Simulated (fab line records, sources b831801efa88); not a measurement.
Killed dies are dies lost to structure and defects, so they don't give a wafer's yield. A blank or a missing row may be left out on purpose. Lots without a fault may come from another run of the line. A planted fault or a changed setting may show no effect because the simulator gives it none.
Which tool did it? | flow gf180mcu | 12 lots, 34 wafers sampled, at 5 steps of a route of 602

WHAT THE GAUGES READ, wafer by wafer
GF_V1_CD_MEAS_14: target cd 260 nm. Usual: cd_nm 259.9 nm, standard deviation 1.1.
lot  | measured     | on        | cd_nm (nm)        | flag
L919 | day 17 20:28 | cd_sem-02 | 257.9 259.0 257.6 |
L921 | day 18 13:35 | cd_sem-01 | 258.8 259.6 259.8 |
L923 | day 19 06:29 | cd_sem-02 | 258.2 259.2       |
L924 | day 19 15:56 | cd_sem-01 | 259.5 259.6 259.8 |
L925 | day 20 05:52 | cd_sem-01 | 260.3 261.9 261.5 |
L926 | day 21 06:25 | cd_sem-01 | 260.8 258.9 260.6 |
L927 | day 21 08:28 | cd_sem-01 | 259.2 259.9 259.3 |
L928 | day 21 20:58 | cd_sem-01 | 258.8 259.1 257.7 |
L932 | day 23 17:47 | cd_sem-02 | 257.8 258.2 259.1 |
L935 | day 23 23:01 | cd_sem-01 | 262.1 261.2       |
L940 | day 25 11:43 | cd_sem-01 | 260.4 259.6 259.4 |
L942 | day 26 01:15 | cd_sem-01 | 258.8 258.4 260.2 |

GF_V1_OVL_MEAS_15. Usual: V1_OVL -2 nm, standard deviation 4.5.
lot  | measured     | on         | V1_OVL (nm) | flag
L919 | day 17 20:33 | overlay-01 | -5 -9 -9    |
L921 | day 18 13:41 | overlay-01 | -1 4 6      |
L923 | day 19 06:33 | overlay-02 | -4 -2       |
L924 | day 19 16:02 | overlay-02 | -2 -5 3     |
L925 | day 20 05:59 | overlay-02 | -5 4 -3     |
L926 | day 21 06:32 | overlay-02 | -5 -5 -8    |
L927 | day 21 08:35 | overlay-01 | -6 -2 5     |
L928 | day 21 21:05 | overlay-01 | -8 -10 -10  |
L932 | day 23 17:54 | overlay-02 | -1 -3 2     |
L935 | day 23 23:08 | overlay-01 | -7 -3       |
L940 | day 25 11:50 | overlay-01 | -3 6 9      |
L942 | day 26 01:20 | overlay-02 | -1 3 -1     |

GF_M2_RS_MEAS_05: measures by four-point-probe. Usual: M2_ALCU_RS 0.0694 ohm/sq, standard deviation 0.00093.
lot  | measured     | on            | M2_ALCU_RS (ohm/sq)  | flag
L919 | day 17 22:35 | film_metro-01 | 0.0692 0.0680 0.0690 |
L921 | day 18 15:19 | film_metro-03 | 0.0701 0.0684 0.0692 |
L923 | day 19 08:16 | film_metro-01 | 0.0696 0.0695        |
L924 | day 19 17:41 | film_metro-02 | 0.0678 0.0678 0.0695 |
L925 | day 20 07:37 | film_metro-03 | 0.0697 0.0700 0.0686 |
L926 | day 21 08:17 | film_metro-03 | 0.0708 0.0691 0.0709 |
L927 | day 21 10:13 | film_metro-02 | 0.0687 0.0671 0.0683 |
L928 | day 21 22:49 | film_metro-02 | 0.0697 0.0690 0.0699 |
L932 | day 23 19:31 | film_metro-03 | 0.0695 0.0703 0.0694 |
L935 | day 24 00:45 | film_metro-01 | 0.0940 0.0937        | OFF
L940 | day 25 13:26 | film_metro-03 | 0.0702 0.0695 0.0697 |
L942 | day 26 02:59 | film_metro-01 | 0.0709 0.0692 0.0700 |

GF_M2_THK_MEAS_06: measures by xrf. Usual: M2_ALCU_THK 452 nm, standard deviation 6.4.
lot  | measured     | on            | M2_ALCU_THK (nm) | flag
L919 | day 17 22:40 | film_metro-01 | 453 460 455      |
L921 | day 18 15:25 | film_metro-03 | 450 458 452      |
L923 | day 19 08:20 | film_metro-01 | 451 452          |
L924 | day 19 17:47 | film_metro-02 | 462 462 453      |
L925 | day 20 07:44 | film_metro-03 | 450 451 457      |
L926 | day 21 08:25 | film_metro-03 | 440 451 442      |
L927 | day 21 10:20 | film_metro-02 | 459 467 460      |
L928 | day 21 22:56 | film_metro-02 | 449 455 451      |
L932 | day 23 19:38 | film_metro-03 | 453 447 454      |
L935 | day 24 00:52 | film_metro-01 | 337 339          | OFF
L940 | day 25 13:34 | film_metro-03 | 446 449 448      |
L942 | day 26 03:05 | film_metro-01 | 443 454 449      |

WHICH TOOL RAN EACH LOT (tool, then ch and the chambers of the sampled wafers, then the start)
lot  | GF_M2_SPUTTER_02
L919 | pvd_sputter-02, day 17 22:26
L921 | pvd_sputter-01, day 18 15:12
L923 | pvd_sputter-03, day 19 08:07
L924 | pvd_sputter-02, day 19 17:34
L925 | pvd_sputter-01, day 20 07:32
L926 | pvd_sputter-01, day 21 08:12
L927 | pvd_sputter-01, day 21 10:08
L928 | pvd_sputter-03, day 21 22:43
L932 | pvd_sputter-01, day 23 19:25
L935 | pvd_sputter-01, day 24 00:40
L940 | pvd_sputter-03, day 25 13:21
L942 | pvd_sputter-02, day 26 02:51
- GF_M2_SPUTTER_02: material AlCu, target thk 450 nm, time 23.9 s.

WHAT THE TOOLS THEMSELVES READ (means of the sampled wafers that have a number; where no wafer has one, the mark that the record gives instead)
GF_M2_SPUTTER_02. Usual: throttle_valve_pct 29.5 %, standard deviation 1.3.
lot  | tool           | throttle_valve_pct (%) | flag
L919 | pvd_sputter-02 | 29.5                   |
L921 | pvd_sputter-01 | 28.7                   |
L923 | pvd_sputter-03 | 31.1                   |
L924 | pvd_sputter-02 | 30.7                   |
L925 | pvd_sputter-01 | 29.3                   |
L926 | pvd_sputter-01 | 28.8                   |
L927 | pvd_sputter-01 | 29.4                   |
L928 | pvd_sputter-03 | 31.5                   |
L932 | pvd_sputter-01 | 29.2                   |
L935 | pvd_sputter-01 | 28.3                   |
L940 | pvd_sputter-03 | 29.4                   |
L942 | pvd_sputter-02 | 30.6                   |

THE ANSWER, worked out from the rows above alone
Rule: a lot is off if the mean of its wafers that have a number lies more than 3 standard deviations from the usual mean. A lot without any number at a reading at which 4 lots or more have one is off too. The other lots that the step has rows for count as sound. The gauges are gone through in route order, then the tools' own readings, and for those a lot's mean is taken as printed above. The first step at which some lot is off is used, and at that step the reading that is off furthest; a lot without a number counts as furthest.
Off: L935, at GF_M2_RS_MEAS_05 (M2_ALCU_RS).
A tool fits if, at a process step before that reading, it ran every lot that is off, and no sound lot after the first of them. The gauges at GF_M2_RS_MEAS_05 are tried like those tools. One fits: pvd_sputter-01 at GF_M2_SPUTTER_02. Its last sound lot is L932 (day 23 19:25), its first lot that is off L935 (day 24 00:40): a fault that began between those two fits.

WHAT THE SIMULATOR HAD PUT IN
Process parameter drift: pvd_sputter-01, from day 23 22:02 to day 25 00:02, at GF_M2_SPUTTER_02. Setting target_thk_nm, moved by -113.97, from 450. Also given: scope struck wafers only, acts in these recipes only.
Lots struck among those shown: L935. The rule above found the same.
